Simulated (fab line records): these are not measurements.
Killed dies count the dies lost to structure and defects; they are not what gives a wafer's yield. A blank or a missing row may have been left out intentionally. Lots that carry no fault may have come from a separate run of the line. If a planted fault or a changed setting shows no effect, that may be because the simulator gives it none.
The tool behind it: which one? ; flow gf180mcu ; 14 lots, 42 wafers sampled, at 4 steps of a route of 602

## WHAT EACH GAUGE READ, for each wafer
GF_M5_CD_MEAS_07: target cd 280 nm.
lot;measured;on;cd_nm (nm)
L422;day 26 04:27;cd_sem-02;279.1 280.1 280.2
L424;day 27 02:03;cd_sem-01;281.2 280.4 280.1
L425;day 27 06:05;cd_sem-01;279.8 278.7 278.9
L427;day 27 22:58;cd_sem-02;280.7 278.7 280.2
L429;day 28 16:32;cd_sem-02;280.3 280.8 280.1
L430;day 28 19:04;cd_sem-02;277.7 277.6 278.0
L431;day 29 02:03;cd_sem-02;279.5 279.5 280.0
L432;day 29 14:50;cd_sem-02;280.9 280.3 280.3
L433;day 29 21:06;cd_sem-01;276.4 276.5 277.4
L434;day 30 01:17;cd_sem-01;278.1 276.8 276.8
L435;day 30 03:58;cd_sem-01;281.0 281.1 281.6
L436;day 30 14:56;cd_sem-02;280.7 280.5 280.8
L442;day 32 03:26;cd_sem-02;282.4 282.4 283.1
L444;day 32 13:31;cd_sem-02;277.3 277.1 276.8

GF_V5_OVL_MEAS_15.
lot;measured;on;V5_OVL (nm)
L422;day 27 02:38;overlay-02;11 8 6
L424;day 27 23:46;overlay-01;-3 -1 6
L425;day 28 03:30;overlay-01;-2 -1 -2
L427;day 28 20:11;overlay-02;6 5 4
L429;day 29 13:10;overlay-01;11 7 6
L430;day 29 16:20;overlay-02;1 2 7
L431;day 29 22:15;overlay-01;-2 -2 3
L432;day 30 11:07;overlay-01;7 1 -1
L433;day 30 16:53;overlay-01;2 0 3
L434;day 30 20:21;overlay-02;8 9 10
L435;day 30 23:19;overlay-02;-9 0 -10
L436;day 31 09:56;overlay-01;1 4 -2
L442;day 32 20:50;overlay-02;-1 -4 -4
L444;day 33 07:14;overlay-02;3 3 9

## WHICH TOOL RAN EACH LOT (tool, then ch and the chambers of the sampled wafers, then the start)
lot;GF_V1_SPUTTER_21;GF_MIM_SPUTTER_00
L422;pvd_sputter-02, day 18 02:26;pvd_sputter-02, day 24 09:31
L424;pvd_sputter-04, day 19 02:00;pvd_sputter-03, day 25 07:24
L425;pvd_sputter-04, day 19 07:05;pvd_sputter-01, day 25 12:01
L427;pvd_sputter-02, day 20 04:46;pvd_sputter-02, day 26 05:47
L429;pvd_sputter-02, day 21 01:43;pvd_sputter-02, day 27 00:05
L430;pvd_sputter-02, day 21 03:58;pvd_sputter-03, day 27 02:35
L431;pvd_sputter-03, day 21 11:35;pvd_sputter-02, day 27 09:53
L432;pvd_sputter-02, day 22 02:31;pvd_sputter-01, day 27 22:52
L433;pvd_sputter-03, day 22 11:19;pvd_sputter-03, day 28 06:05
L434;pvd_sputter-02, day 22 17:04;pvd_sputter-02, day 28 09:31
L435;pvd_sputter-02, day 22 20:23;pvd_sputter-01, day 28 13:15
L436;pvd_sputter-02, day 23 09:52;pvd_sputter-01, day 29 00:31
L442;pvd_sputter-04, day 25 09:49;pvd_sputter-02, day 30 16:52
L444;pvd_sputter-02, day 25 19:59;pvd_sputter-02, day 31 02:28
- GF_V1_SPUTTER_21: material Ti, target thk 15 nm, time 80.02 s.
- GF_MIM_SPUTTER_00: material Ti, target thk 37.5 nm, time 150 s.

## WHAT THE TOOLS THEMSELVES READ (means of the sampled wafers that have a number; where no wafer has one, the mark that the record gives instead)
GF_V1_SPUTTER_21.
lot;tool;throttle_valve_pct (%)
L422;pvd_sputter-02;28.9
L424;pvd_sputter-04;29.3
L425;pvd_sputter-04;29.2
L427;pvd_sputter-02;29.8
L429;pvd_sputter-02;29.8
L430;pvd_sputter-02;29.4
L431;pvd_sputter-03;31.6
L432;pvd_sputter-02;30.8
L433;pvd_sputter-03;29.3
L434;pvd_sputter-02;29.7
L435;pvd_sputter-02;31.4
L436;pvd_sputter-02;31.0
L442;pvd_sputter-04;29.3
L444;pvd_sputter-02;30.7

GF_MIM_SPUTTER_00.
lot;tool;throttle_valve_pct (%)
L422;pvd_sputter-02;30.6
L424;pvd_sputter-03;30.1
L425;pvd_sputter-01;30.5
L427;pvd_sputter-02;29.4
L429;pvd_sputter-02;30.6
L430;pvd_sputter-03;30.2
L431;pvd_sputter-02;30.8
L432;pvd_sputter-01;31.4
L433;pvd_sputter-03;30.1
L434;pvd_sputter-02;28.6
L435;pvd_sputter-01;30.1
L436;pvd_sputter-01;29.9
L442;pvd_sputter-02;30.1
L444;pvd_sputter-02;30.2

## THE ANSWER, worked out from the rows above alone
Rule: the usual values come from the lots themselves. The widest of any qualifying gaps counts: lots, ordered by their means at a reading, are off when they make up no more than a third of the lots, leave a main group of 4 or more, and stand apart from it by 3 or more times the standard deviation of that group's means. A main group is skipped when, at the precision printed for the reading in the tables above, its means are all equal. A lot without any number at a reading at which 4 lots or more have one is off too. The other lots that the step has rows for count as sound. The gauges are gone through in route order, then the tools' own readings, and for those a lot's mean is taken as printed above. At the first step where some lot is off, the reading lying furthest off is the one used; lots without a number count as furthest.
None of the lots is off at any reading shown; this tells nothing.

## WHAT THE SIMULATOR PUT IN
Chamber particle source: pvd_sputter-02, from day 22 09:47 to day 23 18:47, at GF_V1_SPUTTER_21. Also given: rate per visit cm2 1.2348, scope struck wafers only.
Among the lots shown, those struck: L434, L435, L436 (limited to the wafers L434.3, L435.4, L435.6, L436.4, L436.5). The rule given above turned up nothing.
